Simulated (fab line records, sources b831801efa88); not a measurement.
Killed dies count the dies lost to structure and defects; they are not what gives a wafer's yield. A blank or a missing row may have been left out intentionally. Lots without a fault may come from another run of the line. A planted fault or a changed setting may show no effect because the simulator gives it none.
fab line records ; flow sky130
record: lots: 7; wafers: 21; lastDay: 49
route steps=708 shown LDD_N@252 LDD_P@255
lots that met no fault: from a run of the same line without faults
startH: hours from the record's first day to the start of the lot's first wafer shown ; waitH: time in hours since the lot's previous step ; " as in the row above ; L1.1+2: one row covering several wafers at once ; - either no value or no given start ; * or withheld: withheld ; < > ~ a bound
route shown NAME@n: NAME is a module with steps in the file, n the number in the route of the first one ; usual: average and standard deviation across the fault-free wafers ; same: alike in all rows ; chamber/n: place in a boat ; sites: the reading at each site ; _std_site: the values' standard deviation ; _edge_site: the outer-site mean with the inner-site mean subtracted ; radiusMm: for every site, how far away it sits from the centre of the wafer ; mask NAME#n: copy n ; behind: the tool/chamber that last shaped the wafer ; hold: why the lot went on hold/how many hours it stayed there/how the hold came to an end ; device: the transistor (n, p or np) that didn't switch ; end of line: the route-end tests of the same wafers ; a step given without rows: its recipe and nothing more ; killed: dies that structure and defects cost at the first sort, which is not the same as the wafer's yield ; map: shows each die of a wafer: x if killed, . if not, _ if none is there
set.NAME: the setting that was run; set.NAME@STEP: the one run at that earlier step ; model.NAME: the simulator's own value behind a step, which no gauge read
lots at some steps of the route; a table a step, a row a wafer
services: a tool's chamber out of use, with start hour (startH, from the record's first day; less than 0 if before it), hours out, and reason
== steps ==
step: SKY_LDD_N_IMPLANT_15
recipe: species: BF2; energyKev: 50; doseCm2: 5e+12; tiltDeg: 30; rotationDeg: 270
step: SKY_LDD_N_STRIP_16
recipe: chemistry: O2/N2; powerW: 1400; pressureMtorr: 1500; platenTempC: withheld; o2FlowSccm: 3000; n2FlowSccm: 300; overashFraction: 0.5
usual: drypumpMotorCurrentA: 6.1/0.48; oesProductAu: 0.406/0.0047; stripTimeToEndpointS: 4.309/0.014
lot.wafer;tool;chamber;startH;waitH;drypumpMotorCurrentA;oesProductAu;rfHoursCounterH;stripTimeToEndpointS
L626.1;plasmaAsher-04;0;397.36;0.1;6.1;0.411;70;4.281
L626.2;plasmaAsher-04;1;397.36;0.1;5.4;0.400;70;4.276
L626.6;plasmaAsher-04;0;397.36;0.1;6.1;0.412;-;4.310
L629.1;plasmaAsher-03;0;431.16;0.1;6.7;0.402;30;4.285
L629.3;plasmaAsher-03;0;431.16;0.1;6.7;0.408;-;4.314
L629.5;plasmaAsher-03;0;431.16;0.1;6.7;0.400;-;4.294
L632.1;plasmaAsher-03;0;457.66;0.1;6.7;0.414;32;4.301
L632.2;plasmaAsher-03;1;457.66;0.1;6.7;0.406;32;4.291
L632.3;plasmaAsher-03;1;457.66;0.1;6.7;0.406;-;4.317
L633.1;plasmaAsher-01;0;471.44;0.1;5.9;0.410;65;4.310
L633.2;plasmaAsher-01;1;471.44;0.1;5.7;0.409;65;4.322
L633.5;plasmaAsher-01;1;471.44;0.1;5.7;0.404;-;4.305
L634.1;plasmaAsher-01;1;509.45;0.1;5.7;0.404;68;4.310
L634.3;plasmaAsher-01;1;509.45;0.1;5.7;0.409;-;4.303
L634.5;plasmaAsher-01;1;509.45;0.1;5.7;0.403;-;4.310
L642.2;plasmaAsher-04;1;559.06;0.1;5.4;0.409;87;4.306
L642.3;plasmaAsher-04;0;559.06;0.1;6.1;0.397;-;4.309
L642.5;plasmaAsher-04;1;559.06;0.1;5.4;0.417;-;4.314
L646.3;plasmaAsher-01;0;592.28;0.1;6.0;0.401;-;4.315
L646.5;plasmaAsher-01;1;592.28;0.1;5.7;0.405;-;4.278
L646.6;plasmaAsher-01;0;592.28;0.1;5.9;0.409;-;4.313
step: SKY_LDD_N_TW_MEAS_17
usual: LDD_N_TW: 2570/21
lot.wafer;tool;chamber;startH;waitH;LDD_N_TW
L626.1;filmMetro-01;-;397.46;0.1;2570
L626.2;filmMetro-01;-;397.46;0.1;2561
L626.6;filmMetro-01;-;397.46;0.1;2567
L629.1;filmMetro-02;-;431.26;0.1;2546
L629.3;filmMetro-02;-;431.26;0.1;2542
L629.5;filmMetro-02;-;431.26;0.1;2531
L632.1;filmMetro-04;-;457.76;0.1;2596
L632.2;filmMetro-04;-;457.76;0.1;2599
L632.3;filmMetro-04;-;457.76;0.1;2587
L633.1;filmMetro-01;-;471.54;0.1;2570
L633.2;filmMetro-01;-;471.54;0.1;2554
L633.5;filmMetro-01;-;471.54;0.1;2545
L634.1;filmMetro-01;-;509.55;0.1;2569
L634.3;filmMetro-01;-;509.55;0.1;2557
L634.5;filmMetro-01;-;509.55;0.1;2555
L642.2;filmMetro-01;-;559.17;0.1;2558
L642.3;filmMetro-01;-;559.17;0.1;2555
L642.5;filmMetro-01;-;559.17;0.1;2556
L646.3;filmMetro-02;-;592.36;0.1;2558
L646.5;filmMetro-02;-;592.36;0.1;2550
L646.6;filmMetro-02;-;592.36;0.1;2546
step: SKY_LDD_P_DEHYDRATE_00
recipe: tempC: 200; timeS: 60
step: SKY_LDD_P_HMDS_01
recipe: primeTimeS: 60; primeTempC: 120
step: SKY_LDD_P_COAT_02
recipe: resist: NOVOLAK; spinRpm: 3000; resistThkNm: 1140
step: SKY_LDD_P_SOFTBAKE_03
recipe: tempC: 90; timeS: 60; resist: NOVOLAK
step: SKY_LDD_P_EXPOSE_04
recipe: maskId: PSDM; na: 0.6; sourceShape: conventional; sigmaOuter: 0.6; polarization: unpolarized; targetCdNm: 380; doseMj: 138
step: SKY_LDD_P_PEB_05
recipe: tempC: withheld; timeS: *; resist: NOVOLAK
step: SKY_LDD_P_DEVELOP_06
recipe: resist: NOVOLAK; developer: TMAH; developTimeS: 60; devTempC: 23
step: SKY_LDD_P_CD_MEAS_07
recipe: targetCdNm: 380
usual: cdNm: 380.2/2.4
lot.wafer;tool;chamber;startH;waitH;cdNm
L626.1;cdSem-02;-;426.75;0.1;381.9
L626.2;cdSem-02;-;426.75;0.1;382.7
L626.6;cdSem-02;-;426.75;0.1;381.6
L629.1;cdSem-02;-;462.13;0.1;380.2
L629.3;cdSem-02;-;462.13;0.1;379.6
L629.5;cdSem-02;-;462.13;0.1;378.4
L632.1;cdSem-02;-;488.50;0.1;377.8
L632.2;cdSem-02;-;488.50;0.1;380.5
L632.3;cdSem-02;-;488.50;0.1;380.4
L633.1;cdSem-01;-;502.23;0.1;375.2
L633.2;cdSem-01;-;502.23;0.1;376.3
L633.5;cdSem-01;-;502.23;0.1;378.4
L634.1;cdSem-02;-;539.58;0.1;383.6
L634.3;cdSem-02;-;539.58;0.1;383.4
L634.5;cdSem-02;-;539.58;0.1;381.7
L642.2;cdSem-01;-;587.40;0.1;380.3
L642.3;cdSem-01;-;587.40;0.1;380.5
L642.5;cdSem-01;-;587.40;0.1;377.9
L646.3;cdSem-01;-;620.67;0.1;383.6
L646.5;cdSem-01;-;620.67;0.1;380.3
L646.6;cdSem-01;-;620.67;0.1;381.0
step: SKY_LDD_P_OVL_MEAS_08
usual: LDD_P_OVL: 0.6/1.4
lot.wafer;tool;chamber;startH;waitH;LDD_P_OVL[nm]
L626.1;overlay-01;-;426.87;0.1;0.1
L626.2;overlay-01;-;426.87;0.1;0.2
L626.6;overlay-01;-;426.87;0.1;-0.5
L629.1;overlay-01;-;462.25;0.1;4.0
L629.3;overlay-01;-;462.25;0.1;3.2
L629.5;overlay-01;-;462.25;0.1;4.1
L632.1;overlay-02;-;488.62;0.1;1.5
L632.2;overlay-02;-;488.62;0.1;4.2
L632.3;overlay-02;-;488.62;0.1;1.6
L633.1;overlay-02;-;502.35;0.1;-1.0
L633.2;overlay-02;-;502.35;0.1;-1.4
L633.5;overlay-02;-;502.35;0.1;-0.6
L634.1;overlay-01;-;539.70;0.1;-0.8
L634.3;overlay-01;-;539.70;0.1;1.0
L634.5;overlay-01;-;539.70;0.1;-0.2
L642.2;overlay-01;-;587.51;0.1;1.5
L642.3;overlay-01;-;587.51;0.1;3.2
L642.5;overlay-01;-;587.51;0.1;0.9
L646.3;overlay-02;-;620.76;0.1;1.2
L646.5;overlay-02;-;620.76;0.1;2.3
L646.6;overlay-02;-;620.76;0.1;1.0
step: SKY_LDD_P_IMPLANT_09
recipe: species: BF2; energyKev: 25; doseCm2: 1e+13; tiltDeg: withheld
usual: beamEnergyKeV: 25.002/0.008; beamOnS: 9.99/0.2
lot.wafer;tool;chamber;startH;waitH;beamEnergyKeV;beamOnS
L626.1;implanter-04;0;426.91;0.0;25.005;9.98
L626.2;implanter-04;0;426.91;0.0;24.989;10.01
L626.6;implanter-04;0;426.91;0.0;25.000;9.98
L629.1;implanter-03;0;462.29;0.0;25.009;9.81
L629.3;implanter-03;0;462.29;0.0;25.009;9.88
L629.5;implanter-03;0;462.29;0.0;25.005;10.08
L632.1;implanter-02;-;488.65;0.0;-;-
L632.2;implanter-02;-;488.65;0.0;-;-
L632.3;implanter-02;-;488.65;0.0;-;-
L633.1;implanter-03;-;502.39;0.0;-;-
L633.2;implanter-03;-;502.39;0.0;-;-
L633.5;implanter-03;-;502.39;0.0;-;-
L634.1;implanter-04;-;539.74;0.0;-;-
L634.3;implanter-04;-;539.74;0.0;-;-
L634.5;implanter-04;-;539.74;0.0;-;-
L642.2;implanter-03;0;587.56;0.0;25.000;10.25
L642.3;implanter-03;0;587.56;0.0;24.998;10.40
L642.5;implanter-03;0;587.56;0.0;25.007;10.18
L646.3;implanter-04;0;620.84;0.1;25.012;9.85
L646.5;implanter-04;0;620.84;0.1;25.015;10.19
L646.6;implanter-04;0;620.84;0.1;25.014;10.08
step: SKY_LDD_P_STRIP_10
recipe: chemistry: O2/N2; powerW: 1400; pressureMtorr: 1500; platenTempC: withheld; o2FlowSccm: 3000; n2FlowSccm: 300; overashFraction: 0.5
usual: drypumpMotorCurrentA: 5.7/0.32; oesProductAu: 0.715/0.0044; stripTimeToEndpointS: 14.18/0.036
lot.wafer;tool;chamber;startH;waitH;drypumpMotorCurrentA;oesProductAu;rfHoursCounterH;stripTimeToEndpointS
L626.1;plasmaAsher-01;1;427.06;0.1;5.7;0.711;60;14.17
L626.2;plasmaAsher-01;0;427.06;0.1;6.0;0.722;60;14.21
L626.6;plasmaAsher-01;1;427.06;0.1;5.7;0.720;-;14.19
L629.1;plasmaAsher-01;0;462.44;0.1;5.9;0.708;64;14.24
L629.3;plasmaAsher-01;1;462.44;0.1;5.7;0.724;-;14.21
L629.5;plasmaAsher-01;0;462.44;0.1;5.9;0.718;-;14.15
L632.1;plasmaAsher-04;1;488.80;0.1;5.4;0.708;79;14.15
L632.2;plasmaAsher-04;0;488.80;0.1;6.1;0.713;79;14.12
L632.3;plasmaAsher-04;1;488.80;0.1;5.4;0.720;-;14.20
L633.1;plasmaAsher-01;1;502.54;0.1;5.7;0.714;68;14.19
L633.2;plasmaAsher-01;0;502.54;0.1;5.9;0.713;68;14.15
L633.5;plasmaAsher-01;1;502.54;0.1;5.7;0.718;-;14.18
L634.1;plasmaAsher-02;0;539.89;0.1;5.1;0.710;11;14.16
L634.3;plasmaAsher-02;1;539.89;0.1;6.0;0.720;-;14.17
L634.5;plasmaAsher-02;1;539.89;0.1;6.0;0.714;-;14.16
L642.2;plasmaAsher-04;1;587.69;0.1;5.4;0.717;89;14.17
L642.3;plasmaAsher-04;1;587.69;0.1;5.4;0.719;-;14.19
L642.5;plasmaAsher-04;1;587.69;0.1;5.4;0.712;-;14.16
L646.3;plasmaAsher-04;1;620.97;0.1;5.4;0.721;-;14.18
L646.5;plasmaAsher-04;0;620.97;0.1;6.1;0.721;-;14.17
L646.6;plasmaAsher-04;1;620.97;0.1;5.4;0.719;-;14.20
step: SKY_LDD_P_TW_MEAS_11
usual: LDD_P_TW: 632/6.4
lot.wafer;tool;chamber;startH;waitH;LDD_P_TW
L626.1;filmMetro-04;-;427.16;0.1;641
L626.2;filmMetro-04;-;427.16;0.1;643
L626.6;filmMetro-04;-;427.16;0.1;642
L629.1;filmMetro-04;-;462.54;0.1;639
L629.3;filmMetro-04;-;462.54;0.1;637
L629.5;filmMetro-04;-;462.54;0.1;641
L632.1;filmMetro-02;-;488.90;0.1;30
L632.2;filmMetro-02;-;488.90;0.1;30
L632.3;filmMetro-02;-;488.90;0.1;30
L633.1;filmMetro-04;-;502.64;0.1;30
L633.2;filmMetro-04;-;502.64;0.1;31
L633.5;filmMetro-04;-;502.64;0.1;30
L634.1;filmMetro-03;-;539.99;0.1;30
L634.3;filmMetro-03;-;539.99;0.1;30
L634.5;filmMetro-03;-;539.99;0.1;30
L642.2;filmMetro-04;-;587.80;0.1;639
L642.3;filmMetro-04;-;587.80;0.1;644
L642.5;filmMetro-04;-;587.80;0.1;641
L646.3;filmMetro-04;-;621.06;0.1;637
L646.5;filmMetro-04;-;621.06;0.1;639
L646.6;filmMetro-04;-;621.06;0.1;641
== services ==
tool;chamber;startH;hours;kind
implanter-04;-;387.75;2.7;repair
plasmaAsher-02;-;398.63;1.1;repair
implanter-04;-;400.65;1.7;repair
implanter-04;-;416.44;3.4;pm
plasmaAsher-01;-;417.94;3.0;repair
plasmaAsher-02;-;421.25;9.0;pm
plasmaAsher-02;0;421.25;9.0;ventCycle
plasmaAsher-02;1;421.25;9.0;ventCycle
implanter-03;-;427.16;1.8;repair
plasmaAsher-02;0;430.25;-;clean
plasmaAsher-02;1;430.25;-;clean
plasmaAsher-04;-;431.31;3.4;repair
implanter-04;-;444.44;2.9;repair
implanter-04;-;564.65;0.5;repair
implanter-02;-;566.96;3.0;repair
implanter-04;-;588.23;1.9;repair
implanter-02;-;588.60;2.0;repair
plasmaAsher-03;-;595.22;1.7;repair
plasmaAsher-04;-;601.69;2.1;repair
implanter-03;-;620.41;1.8;repair
== key ==
firstSign: step: SKY_LDD_P_IMPLANT_09; reading: toolRecord; direction: missing
effect: step: SKY_LDD_P_TW_MEAS_11; reading: LDD_P_TW; direction: down; sigmas: 95; usual: 632; struck: 30
metAt SKY_LDD_P_IMPLANT_09
struckWafers L632.1,L632.2,L632.3,L633.1,L633.2,L633.5,L634.1,L634.3,L634.5
laterRowsLeftOut L632.1,L632.2,L632.3,L633.1,L633.2,L633.5,L634.1,L634.3,L634.5
sortLeftOut L632.1,L632.2,L632.3,L633.1,L633.2,L633.5,L634.1,L634.3,L634.5
testerLeftOut L632,L633,L634
onsetBetween 462.29 488.65
fault: kind: skippedStepWhole; tool: implanter-02,implanter-03,implanter-04; chamber: -; onsetH: 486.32; steps: SKY_LDD_P_IMPLANT_09; scope: struckLotsOnly
testerLeftOut: of these lots the tester's yield and bins aren't shown, on N5 and GAA mostly nor the transistor test; their killed dies are dies lost to structure and defects alone, not to doping, threshold or leakage, so they don't give the yield
sortLeftOut: the simulated sort isn't trusted on such a fault, so these wafers' sort isn't shown, and their yield isn't known
laterRowsLeftOut: the simulator's readings of these wafers behind a module that went badly wrong aren't trusted and aren't shown, but for the sort
